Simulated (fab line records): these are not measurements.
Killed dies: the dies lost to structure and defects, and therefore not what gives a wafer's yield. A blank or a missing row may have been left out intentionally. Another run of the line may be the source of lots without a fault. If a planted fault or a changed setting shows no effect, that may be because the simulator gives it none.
fab line records	flow gf180mcu
record lots=24	wafers=72	last_day=34
route steps=602 shown NWELL@52 VT_IMPLANT@122 POLY_GATE@168 HV_LDD@214
lots that met no fault: taken from a fault-free run of the same line
start_h: start of the lot's first displayed wafer, in hours after the record's first day	wait_h: hours elapsed since this lot's preceding step	" identical to the entry in the row above	L1.1+2: a row that stands for several wafers	- either no value or no given start	* or withheld: withheld	< > ~ a bound
route shown NAME@n: a module of which the file shows steps, and the number in the route of the first	usual: mean/standard deviation taken from wafers without a fault	same: alike in all rows	chamber/n: place in a boat	sites: per-site readings	_std_site: their standard deviation	_edge_site: outer sites' mean less inner sites'	radius_mm: for every site, how far away it sits from the centre of the wafer	mask NAME#n: copy n	behind: tool/chamber where the wafer was last shaped	hold: the reason the lot was held/the length of the hold in hours/how it ended	device: the transistor (n, p or np) that didn't switch	end of line: the tests these same wafers got at the end of their route	a step with no rows: only its recipe	killed: dies that structure and defects cost at the first sort, which is not the same as the wafer's yield	map: per-die view of a wafer (x killed, . not killed, _ where there is no die)
set.NAME: the setting the step ran with; set.NAME@STEP: the setting that earlier step ran with	model.NAME: the simulator's own value behind a step, which no gauge read
steps of the route over a sample of lots; a table a step, a row a wafer
services: a tool's chamber out of use, with start hour (start_h, from the record's first day; less than 0 if before it), hours out, and reason
## steps
# step GF_NWELL_STRIP_10
# recipe chemistry=O2/N2	power_w=1400	pressure_mtorr=1500	platen_temp_c=250	o2_flow_sccm=3000	n2_flow_sccm=300	overash_fraction=0.5
# usual drypump_motor_current_A=6.0/0.51	heater_power_w=329/33	oes_product_au=0.722/0.0045	strip_time_to_endpoint_s=36.99/0.11
lot.wafer	tool	chamber	start_h	wait_h	drypump_motor_current_A	heater_power_w	oes_product_au	rf_hours_counter_h	strip_time_to_endpoint_s
L074.4	plasma_asher-02	1	55.27	0.1	5.9	313	0.723	-	37.07
L074.5	"	0	"	"	6.2	370	0.725	-	36.96
L074.6	"	1	"	"	5.9	321	0.727	-	37.06
L075.2	plasma_asher-03	0	64.13	0.1	5.1	292	0.727	42	36.89
L075.3	"	1	"	"	6.2	346	0.713	-	36.88
L075.6	"	1	"	"	6.1	348	0.720	-	36.92
L076.1	plasma_asher-04	1	66.94	0.1	5.4	359	0.723	43	37.18
L076.4	"	0	"	"	6.7	293	0.722	-	37.17
L076.5	"	1	"	"	5.4	354	0.719	-	37.16
L077.1	plasma_asher-02	0	71.18	0.1	6.2	373	0.719	39	36.95
L077.3	"	1	"	"	5.9	310	0.716	-	36.91
L077.4	"	0	"	"	6.2	362	0.732	-	37.08
L078.2	plasma_asher-02	0	76.59	0.1	6.2	363	0.724	40	36.96
L078.3	"	0	"	"	6.2	369	0.727	-	36.81
L078.5	"	1	"	"	5.9	311	0.727	-	36.95
L079.1	plasma_asher-02	0	83.69	0.1	6.2	364	0.723	41	37.02
L079.2	"	1	"	"	5.9	307	0.730	41	36.83
L079.3	"	1	"	"	5.9	311	0.722	-	37.01
L080.1	plasma_asher-02	0	88.08	0.1	6.2	357	0.723	41	36.93
L080.2	"	1	"	"	5.9	325	0.716	41	36.95
L080.3	"	1	"	"	5.9	307	0.726	-	36.98
L081.1	plasma_asher-02	0	92.84	0.1	6.2	359	0.722	41	37.04
L081.2	"	1	"	"	5.9	310	0.721	41	36.89
L081.4	"	1	"	"	5.9	323	0.716	-	36.93
L082.1	plasma_asher-04	1	99.24	0.1	5.3	351	0.735	46	37.03
L082.3	"	0	"	"	6.7	284	0.725	-	36.91
L082.6	"	1	"	"	5.4	369	0.719	-	36.99
L083.2	plasma_asher-04	1	106.32	0.1	5.4	363	0.721	47	37.07
L083.5	"	1	"	"	5.4	357	0.720	-	36.96
L083.6	"	0	"	"	6.7	290	0.721	-	37.03
L084.2	plasma_asher-04	0	111.63	0.1	6.7	286	0.717	48	36.99
L084.4	"	1	"	"	5.4	363	0.712	-	36.98
L084.6	"	0	"	"	6.6	287	0.720	-	36.99
L085.1	plasma_asher-04	1	117.04	0.1	5.4	372	0.728	48	37.00
L085.4	"	0	"	"	6.7	289	0.718	-	36.86
L085.6	"	1	"	"	5.4	360	0.730	-	37.03
L086.1	plasma_asher-04	0	120.79	0.1	6.7	287	0.729	49	36.80
L086.2	"	1	"	"	5.4	364	0.724	49	36.82
L086.3	"	0	"	"	6.7	286	0.719	-	36.77
L087.1	plasma_asher-03	1	133.52	0.1	6.2	364	0.733	49	37.06
L087.4	"	0	"	"	5.1	285	0.720	-	37.12
L087.5	"	1	"	"	6.2	355	0.724	-	37.06
L088.1	plasma_asher-04	0	136.23	0.1	6.7	291	0.722	50	36.97
L088.3	"	0	"	"	6.7	286	0.725	-	37.00
L088.4	"	1	"	"	5.4	357	0.721	-	36.99
L089.2	plasma_asher-02	1	139.79	0.1	5.9	332	0.720	2	37.15
L089.4	"	0	"	"	6.2	353	0.720	-	37.07
L089.5	"	1	"	"	5.9	324	0.722	-	37.22
L090.2	plasma_asher-03	1	144.73	0.1	6.2	358	0.728	51	36.93
L090.3	"	1	"	"	6.2	355	0.720	-	37.02
L090.4	"	0	"	"	5.1	290	0.711	-	37.02
L091.3	plasma_asher-02	0	150.32	0.1	6.2	355	0.718	-	36.99
L091.4	"	1	"	"	5.9	320	0.726	-	36.81
L091.5	"	1	"	"	5.8	326	0.731	-	36.99
L092.2	plasma_asher-02	1	156.34	0.1	5.9	326	0.724	4	37.25
L092.3	"	0	"	"	6.2	359	0.716	-	37.17
L092.4	"	1	"	"	5.9	324	0.723	-	37.24
L093.1	plasma_asher-04	1	160.67	0.1	5.4	363	0.725	53	36.85
L093.3	"	0	"	"	6.7	293	0.722	-	36.78
L093.5	"	1	"	"	5.4	356	0.719	-	36.91
L094.1	plasma_asher-04	1	169.64	0.1	5.4	359	0.717	53	36.92
L094.4	"	0	"	"	6.7	289	0.719	-	36.91
L094.5	"	1	"	"	5.4	362	0.726	-	36.92
L095.4	plasma_asher-03	0	172.06	0.1	5.2	283	0.721	-	37.13
L095.5	"	0	"	"	5.2	278	0.725	-	37.18
L095.6	"	1	"	"	6.2	348	0.714	-	37.15
L096.4	plasma_asher-04	1	175.21	0.1	5.4	367	0.724	-	36.93
L096.5	"	0	"	"	6.7	297	0.727	-	36.87
L096.6	"	1	"	"	5.4	362	0.714	-	36.98
L097.1	plasma_asher-03	1	180.69	0.1	6.1	345	0.721	54	36.94
L097.4	"	0	"	"	5.1	288	0.720	-	37.11
L097.5	"	0	"	"	5.1	284	0.723	-	37.00
# step GF_VT_IMPLANT_TW_MEAS_32
# usual VT_IMPLANT_3_TW=270.4/1.6
lot.wafer	tool	chamber	start_h	wait_h	VT_IMPLANT_3_TW
L074.4	film_metro-04	-	138.81	0.1	269.8
L074.5	"	-	"	"	269.7
L074.6	"	-	"	"	270.2
L075.2	film_metro-04	-	150.18	0.1	269.1
L075.3	"	-	"	"	269.1
L075.6	"	-	"	"	268.1
L076.1	film_metro-04	-	153.92	0.1	270.3
L076.4	"	-	"	"	269.5
L076.5	"	-	"	"	267.7
L077.1	film_metro-04	-	157.89	0.1	269.4
L077.3	"	-	"	"	269.3
L077.4	"	-	"	"	269.3
L078.2	film_metro-01	-	163.53	0.1	268.7
L078.3	"	-	"	"	268.9
L078.5	"	-	"	"	268.9
L079.1	film_metro-02	-	173.48	0.1	271.3
L079.2	"	-	"	"	271.0
L079.3	"	-	"	"	270.3
L080.1	film_metro-02	-	178.98	0.1	270.9
L080.2	"	-	"	"	271.0
L080.3	"	-	"	"	269.6
L081.1	film_metro-04	-	183.93	0.1	269.4
L081.2	"	-	"	"	271.2
L081.4	"	-	"	"	271.8
L082.1	film_metro-04	-	190.56	0.1	269.5
L082.3	"	-	"	"	271.5
L082.6	"	-	"	"	270.7
L083.2	film_metro-04	-	200.80	0.1	270.9
L083.5	"	-	"	"	269.7
L083.6	"	-	"	"	269.6
L084.2	film_metro-01	-	207.13	0.1	267.9
L084.4	"	-	"	"	268.3
L084.6	"	-	"	"	268.5
L085.1	film_metro-01	-	213.68	0.1	269.8
L085.4	"	-	"	"	267.9
L085.6	"	-	"	"	268.0
L086.1	film_metro-02	-	217.33	0.1	271.8
L086.2	"	-	"	"	273.3
L086.3	"	-	"	"	274.1
L087.1	film_metro-04	-	232.62	0.1	271.4
L087.4	"	-	"	"	270.8
L087.5	"	-	"	"	269.5
L088.1	film_metro-02	-	237.54	0.1	272.9
L088.3	"	-	"	"	274.0
L088.4	"	-	"	"	271.6
L089.2	film_metro-01	-	242.35	0.1	270.2
L089.4	"	-	"	"	271.0
L089.5	"	-	"	"	271.0
L090.2	film_metro-01	-	249.04	0.1	272.5
L090.3	"	-	"	"	271.6
L090.4	"	-	"	"	271.6
L091.3	film_metro-01	-	253.85	0.1	269.3
L091.4	"	-	"	"	271.1
L091.5	"	-	"	"	270.9
L092.2	film_metro-04	-	266.94	0.1	269.3
L092.3	"	-	"	"	268.0
L092.4	"	-	"	"	268.0
L093.1	film_metro-04	-	267.58	0.1	269.3
L093.3	"	-	"	"	267.9
L093.5	"	-	"	"	268.0
L094.1	film_metro-02	-	278.62	0.1	273.2
L094.4	"	-	"	"	272.7
L094.5	"	-	"	"	273.8
L095.4	film_metro-04	-	281.97	0.1	268.9
L095.5	"	-	"	"	270.7
L095.6	"	-	"	"	270.1
L096.4	film_metro-02	-	284.96	0.1	271.9
L096.5	"	-	"	"	272.0
L096.6	"	-	"	"	272.2
L097.1	film_metro-01	-	291.19	0.1	269.9
L097.4	"	-	"	"	270.2
L097.5	"	-	"	"	269.9
# step GF_POLY_GATE_OVL_MEAS_11
# usual POLY_GATE_OVL=-2/5.6
lot.wafer	tool	chamber	start_h	wait_h	POLY_GATE_OVL[nm]
L074.4	overlay-02	-	192.66	0.1	-3
L074.5	"	-	"	"	-4
L074.6	"	-	"	"	4
L075.2	overlay-01	-	205.32	0.1	-7
L075.3	"	-	"	"	-2
L075.6	"	-	"	"	-6
L076.1	overlay-02	-	209.64	0.1	1
L076.4	"	-	"	"	-7
L076.5	"	-	"	"	-7
L077.1	overlay-02	-	213.86	0.1	2
L077.3	"	-	"	"	-1
L077.4	"	-	"	"	12
L078.2	overlay-02	-	220.25	0.1	5
L078.3	"	-	"	"	5
L078.5	"	-	"	"	1
L079.1	overlay-01	-	233.11	0.1	-7
L079.2	"	-	"	"	6
L079.3	"	-	"	"	0
L080.1	overlay-01	-	236.94	0.1	0
L080.2	"	-	"	"	-2
L080.3	"	-	"	"	5
L081.1	overlay-02	-	243.11	0.1	2
L081.2	"	-	"	"	5
L081.4	"	-	"	"	1
L082.1	overlay-02	-	250.16	0.1	2
L082.3	"	-	"	"	2
L082.6	"	-	"	"	7
L083.2	overlay-01	-	260.95	0.1	1
L083.5	"	-	"	"	-3
L083.6	"	-	"	"	-2
L084.2	overlay-01	-	268.72	0.1	4
L084.4	"	-	"	"	1
L084.6	"	-	"	"	3
L085.1	overlay-01	-	274.97	0.1	5
L085.4	"	-	"	"	-7
L085.6	"	-	"	"	-8
L086.1	overlay-02	-	279.57	0.1	-8
L086.2	"	-	"	"	-12
L086.3	"	-	"	"	-1
L087.1	overlay-02	-	295.81	0.1	-5
L087.4	"	-	"	"	-9
L087.5	"	-	"	"	-3
L088.1	overlay-02	-	303.27	0.1	-10
L088.3	"	-	"	"	-11
L088.4	"	-	"	"	-12
L089.2	overlay-01	-	306.73	0.1	7
L089.4	"	-	"	"	-2
L089.5	"	-	"	"	3
L090.2	overlay-02	-	314.73	0.1	-14
L090.3	"	-	"	"	-3
L090.4	"	-	"	"	-6
L091.3	overlay-01	-	320.48	0.1	10
L091.4	"	-	"	"	-5
L091.5	"	-	"	"	9
L092.2	overlay-02	-	333.95	0.1	-5
L092.3	"	-	"	"	0
L092.4	"	-	"	"	-2
L093.1	overlay-02	-	336.77	0.1	3
L093.3	"	-	"	"	6
L093.5	"	-	"	"	1
L094.1	overlay-02	-	347.37	0.1	-1
L094.4	"	-	"	"	-6
L094.5	"	-	"	"	-4
L095.4	overlay-01	-	351.93	0.1	-8
L095.5	"	-	"	"	-4
L095.6	"	-	"	"	-6
L096.4	overlay-02	-	352.88	0.1	-11
L096.5	"	-	"	"	-15
L096.6	"	-	"	"	-10
L097.1	overlay-02	-	361.59	0.1	-3
L097.4	"	-	"	"	11
L097.5	"	-	"	"	-3
# step GF_POLY_GATE_ETCH_13
# recipe target=poly-Si	target_depth_nm=198.5	stop_on=SiO2	over_etch_frac=0.403	chemistry=HBr/Cl2	icp_w=400	bias_w=100	pressure_mtorr=10	HBr_flow_sccm=150	Cl2_flow_sccm=50	time_s=69.6
# usual drypump_motor_current_A=5.9/0.42	oes_product_au=0.985/0.01	throttle_valve_pct=33.685/0.0096
lot.wafer	tool	chamber	start_h	wait_h	drypump_motor_current_A	oes_product_au	rf_hours_counter_h	throttle_valve_pct
L074.4	rie_si-02	3	192.73	-	5.4	0.968	5	33.686
L074.5	"	0	"	"	5.4	0.994	-	33.693
L074.6	"	1	"	"	6.4	0.972	-	33.697
L075.2	rie_si-01	1	205.40	-	6.7	0.980	101	33.692
L075.3	"	0	"	"	5.6	0.972	3	33.674
L075.6	"	2	"	"	6.0	0.986	-	33.679
L076.1	rie_si-01	0	209.73	-	5.6	0.974	3	33.693
L076.4	"	3	"	"	5.7	0.990	43	33.683
L076.5	"	0	"	"	5.6	0.969	-	33.693
L077.1	rie_si-01	3	213.95	-	5.7	0.987	43	33.699
L077.3	"	0	"	"	5.6	0.979	3	33.688
L077.4	"	1	"	"	6.6	0.983	101	33.678
L078.2	rie_si-01	3	220.33	-	5.7	0.980	43	33.681
L078.3	"	1	"	"	6.7	0.961	101	33.682
L078.5	"	1	"	"	6.6	0.982	-	33.710
L079.1	rie_si-01	2	233.20	-	6.0	0.991	81	33.684
L079.2	"	3	"	"	5.7	0.978	43	33.692
L079.3	"	2	"	"	6.0	0.975	-	33.698
L080.1	rie_si-01	2	237.03	-	5.9	0.989	81	33.672
L080.2	"	3	"	"	5.7	0.982	44	33.691
L080.3	"	2	"	"	6.0	0.988	-	33.684
L081.1	rie_si-01	1	243.20	-	6.6	0.979	102	33.676
L081.2	"	0	"	"	5.6	0.973	3	33.676
L081.4	"	2	"	"	5.9	1.007	82	33.689
L082.1	rie_si-01	1	250.25	-	6.6	0.972	102	33.669
L082.3	"	0	"	"	5.6	0.975	3	33.686
L082.6	"	1	"	"	6.7	0.975	-	33.686
L083.2	rie_si-02	3	261.03	-	5.4	0.977	5	33.688
L083.5	"	2	"	"	6.3	0.996	-	33.676
L083.6	"	3	"	"	5.4	0.985	-	33.677
L084.2	rie_si-02	3	268.80	-	5.4	0.968	5	33.695
L084.4	"	2	"	"	6.3	0.983	4	33.681
L084.6	"	3	"	"	5.4	0.978	-	33.686
L085.1	rie_si-01	1	275.06	-	6.6	0.989	102	33.697
L085.4	"	3	"	"	5.8	0.984	44	33.671
L085.6	"	2	"	"	6.0	0.987	-	33.693
L086.1	rie_si-01	1	279.66	-	6.7	0.970	102	33.677
L086.2	"	2	"	"	5.9	0.992	82	33.661
L086.3	"	0	"	"	5.6	0.978	4	33.700
L087.1	rie_si-01	0	295.90	-	5.6	0.983	4	33.682
L087.4	"	3	"	"	5.7	0.989	44	33.671
L087.5	"	1	"	"	6.7	0.992	-	33.678
L088.1	rie_si-01	3	303.36	-	5.7	0.985	44	33.696
L088.3	"	2	"	"	6.0	1.000	82	33.676
L088.4	"	2	"	"	5.9	0.989	-	33.685
L089.2	rie_si-01	3	306.81	-	5.7	0.992	44	33.685
L089.4	"	3	"	"	5.7	0.990	-	33.682
L089.5	"	2	"	"	5.9	0.987	-	33.665
L090.2	rie_si-02	2	314.81	-	6.3	1.017	4	33.687
L090.3	"	3	"	"	5.4	0.983	6	33.682
L090.4	"	0	"	"	5.3	0.996	94	33.696
L091.3	rie_si-02	0	320.56	-	5.4	0.974	94	33.681
L091.4	"	2	"	"	6.3	1.002	4	33.678
L091.5	"	0	"	"	5.3	0.992	-	33.692
L092.2	rie_si-01	1	334.03	-	6.6	0.993	0	33.692
L092.3	"	3	"	"	5.7	0.983	45	33.680
L092.4	"	0	"	"	5.6	0.983	4	33.694
L093.1	rie_si-01	3	336.86	-	5.8	0.989	45	33.675
L093.3	"	1	"	"	6.7	1.000	0	33.681
L093.5	"	1	"	"	6.6	0.992	-	33.686
L094.1	rie_si-02	1	347.46	-	6.4	0.973	4	33.694
L094.4	"	1	"	"	6.4	0.973	-	33.686
L094.5	"	2	"	"	6.3	0.989	-	33.687
L095.4	rie_si-02	2	352.03	-	6.3	1.012	-	33.695
L095.5	"	3	"	"	5.4	0.979	-	33.691
L095.6	"	1	"	"	6.3	0.982	-	33.695
L096.4	rie_si-01	3	352.95	-	5.8	0.991	45	33.678
L096.5	"	2	"	"	5.9	0.996	-	33.693
L096.6	"	3	"	"	5.8	0.992	-	33.681
L097.1	rie_si-02	3	361.68	-	5.3	0.978	6	33.693
L097.4	"	1	"	"	6.4	0.979	5	33.683
L097.5	"	2	"	"	6.3	1.007	-	33.684
# step GF_POLY_GATE_CD_MEAS_18
# usual cd_nm=280.3/2.2
lot.wafer	tool	chamber	start_h	wait_h	cd_nm
L074.4	cd_sem-02	-	194.33	0.1	279.1
L074.5	"	-	"	"	280.8
L074.6	"	-	"	"	276.9
L075.2	cd_sem-02	-	207.85	0.1	281.3
L075.3	"	-	"	"	281.9
L075.6	"	-	"	"	282.3
L076.1	cd_sem-01	-	211.81	0.1	279.0
L076.4	"	-	"	"	277.5
L076.5	"	-	"	"	279.0
L077.1	cd_sem-02	-	215.47	0.1	278.8
L077.3	"	-	"	"	281.6
L077.4	"	-	"	"	279.9
L078.2	cd_sem-01	-	221.87	0.1	277.0
L078.3	"	-	"	"	280.1
L078.5	"	-	"	"	278.1
L079.1	cd_sem-02	-	235.48	0.1	283.5
L079.2	"	-	"	"	279.9
L079.3	"	-	"	"	284.3
L080.1	cd_sem-01	-	239.18	0.1	279.6
L080.2	"	-	"	"	275.0
L080.3	"	-	"	"	279.3
L081.1	cd_sem-01	-	244.72	0.1	277.5
L081.2	"	-	"	"	281.1
L081.4	"	-	"	"	283.4
L082.1	cd_sem-02	-	252.82	0.1	281.9
L082.3	"	-	"	"	284.5
L082.6	"	-	"	"	280.9
L083.2	cd_sem-02	-	262.58	0.1	280.5
L083.5	"	-	"	"	280.7
L083.6	"	-	"	"	279.6
L084.2	cd_sem-01	-	270.34	0.1	278.0
L084.4	"	-	"	"	278.9
L084.6	"	-	"	"	279.0
L085.1	cd_sem-01	-	278.27	0.1	277.3
L085.4	"	-	"	"	274.8
L085.6	"	-	"	"	280.8
L086.1	cd_sem-01	-	281.97	0.1	281.7
L086.2	"	-	"	"	283.6
L086.3	"	-	"	"	284.3
L087.1	cd_sem-01	-	297.42	0.1	282.6
L087.4	"	-	"	"	279.0
L087.5	"	-	"	"	278.4
L088.1	cd_sem-02	-	305.09	0.1	278.7
L088.3	"	-	"	"	281.5
L088.4	"	-	"	"	280.8
L089.2	cd_sem-01	-	308.79	0.1	279.3
L089.4	"	-	"	"	280.3
L089.5	"	-	"	"	284.5
L090.2	cd_sem-01	-	316.39	0.1	277.7
L090.3	"	-	"	"	279.5
L090.4	"	-	"	"	280.3
L091.3	cd_sem-01	-	322.42	0.1	282.5
L091.4	"	-	"	"	278.0
L091.5	"	-	"	"	281.9
L092.2	cd_sem-02	-	335.58	0.1	279.1
L092.3	"	-	"	"	279.6
L092.4	"	-	"	"	280.4
L093.1	cd_sem-01	-	338.86	0.1	277.4
L093.3	"	-	"	"	276.9
L093.5	"	-	"	"	275.9
L094.1	cd_sem-02	-	348.98	0.1	281.3
L094.4	"	-	"	"	279.1
L094.5	"	-	"	"	279.0
L095.4	cd_sem-01	-	354.88	0.1	282.0
L095.5	"	-	"	"	281.2
L095.6	"	-	"	"	280.4
L096.4	cd_sem-02	-	354.98	0.2	282.2
L096.5	"	-	"	"	285.5
L096.6	"	-	"	"	280.7
L097.1	cd_sem-01	-	363.19	0.1	281.1
L097.4	"	-	"	"	278.9
L097.5	"	-	"	"	283.2
# step GF_HV_LDD_TW_MEAS_38
# usual HV_LDD_3_TW=1431/18
lot.wafer	tool	chamber	start_h	wait_h	HV_LDD_3_TW
L074.4	film_metro-03	-	248.71	0.1	1410
L074.5	"	-	"	"	1412
L074.6	"	-	"	"	1412
L075.2	film_metro-04	-	262.70	0.1	1433
L075.3	"	-	"	"	1432
L075.6	"	-	"	"	1435
L076.1	film_metro-04	-	268.53	0.1	1435
L076.4	"	-	"	"	1442
L076.5	"	-	"	"	1441
L077.1	film_metro-03	-	271.93	0.1	1407
L077.3	"	-	"	"	1407
L077.4	"	-	"	"	1405
L078.2	film_metro-03	-	278.90	0.1	1412
L078.3	"	-	"	"	1402
L078.5	"	-	"	"	1410
L079.1	film_metro-03	-	294.83	0.1	1413
L079.2	"	-	"	"	1407
L079.3	"	-	"	"	1412
L080.1	film_metro-04	-	297.59	0.1	1438
L080.2	"	-	"	"	1436
L080.3	"	-	"	"	1437
L081.1	film_metro-04	-	304.66	0.1	1444
L081.2	"	-	"	"	1442
L081.4	"	-	"	"	1443
L082.1	film_metro-02	-	313.82	0.1	1457
L082.3	"	-	"	"	1464
L082.6	"	-	"	"	1454
L083.2	film_metro-04	-	323.15	0.1	1449
L083.5	"	-	"	"	1453
L083.6	"	-	"	"	1443
L084.2	film_metro-03	-	332.20	0.1	1402
L084.4	"	-	"	"	1391
L084.6	"	-	"	"	1406
L085.1	film_metro-03	-	341.58	0.1	1413
L085.4	"	-	"	"	1417
L085.6	"	-	"	"	1427
L086.1	film_metro-02	-	343.83	0.1	1455
L086.2	"	-	"	"	1451
L086.3	"	-	"	"	1453
L087.1	film_metro-04	-	360.21	0.1	1443
L087.4	"	-	"	"	1436
L087.5	"	-	"	"	1435
L088.1	film_metro-02	-	369.83	0.1	1457
L088.3	"	-	"	"	1448
L088.4	"	-	"	"	1445
L089.2	film_metro-04	-	375.02	0.1	1429
L089.4	"	-	"	"	1434
L089.5	"	-	"	"	1438
L090.2	film_metro-04	-	382.72	0.1	1435
L090.3	"	-	"	"	1440
L090.4	"	-	"	"	1441
L091.3	film_metro-02	-	389.56	0.1	1441
L091.4	"	-	"	"	1441
L091.5	"	-	"	"	1437
L092.2	film_metro-04	-	403.95	0.1	1449
L092.3	"	-	"	"	1446
L092.4	"	-	"	"	1446
L093.1	film_metro-03	-	407.69	0.1	1419
L093.3	"	-	"	"	1415
L093.5	"	-	"	"	1411
L094.1	film_metro-03	-	418.33	0.1	1413
L094.4	"	-	"	"	1412
L094.5	"	-	"	"	1409
L095.4	film_metro-03	-	423.59	0.1	1412
L095.5	"	-	"	"	1415
L095.6	"	-	"	"	1412
L096.4	film_metro-02	-	425.59	0.1	1447
L096.5	"	-	"	"	1452
L096.6	"	-	"	"	1453
L097.1	film_metro-02	-	434.57	0.1	1444
L097.4	"	-	"	"	1441
L097.5	"	-	"	"	1444
## services
tool	chamber	start_h	hours	kind
rie_si-02	-	43.84	0.9	repair
plasma_asher-03	-	54.89	0.6	repair
rie_si-01	-	63.25	2.8	pm
plasma_asher-03	-	66.24	0.5	repair
plasma_asher-03	-	71.56	2.6	repair
rie_si-02	1	82.24	6.5	repair
rie_si-01	1	84.15	3.7	repair
plasma_asher-02	-	108.75	9.0	pm
plasma_asher-02	0	108.75	9.0	vent_cycle
plasma_asher-02	1	108.75	9.0	vent_cycle
plasma_asher-02	0	117.75	-	clean
plasma_asher-04	-	117.81	0.3	repair
rie_si-02	-	123.69	0.2	repair
plasma_asher-02	-	127.30	0.8	repair
rie_si-01	1	133.78	7.8	repair
plasma_asher-03	-	157.40	2.8	pm
rie_si-01	0	228.48	14.3	repair
rie_si-01	1	231.33	7.6	repair
rie_si-01	1	299.52	-	clean
rie_si-01	1	299.52	21.0	scheduled_down
rie_si-01	1	299.52	21.0	vent_cycle
plasma_asher-03	-	304.91	2.4	repair
plasma_asher-04	-	320.87	1.2	repair
plasma_asher-04	-	330.94	2.8	pm
## key
fault none
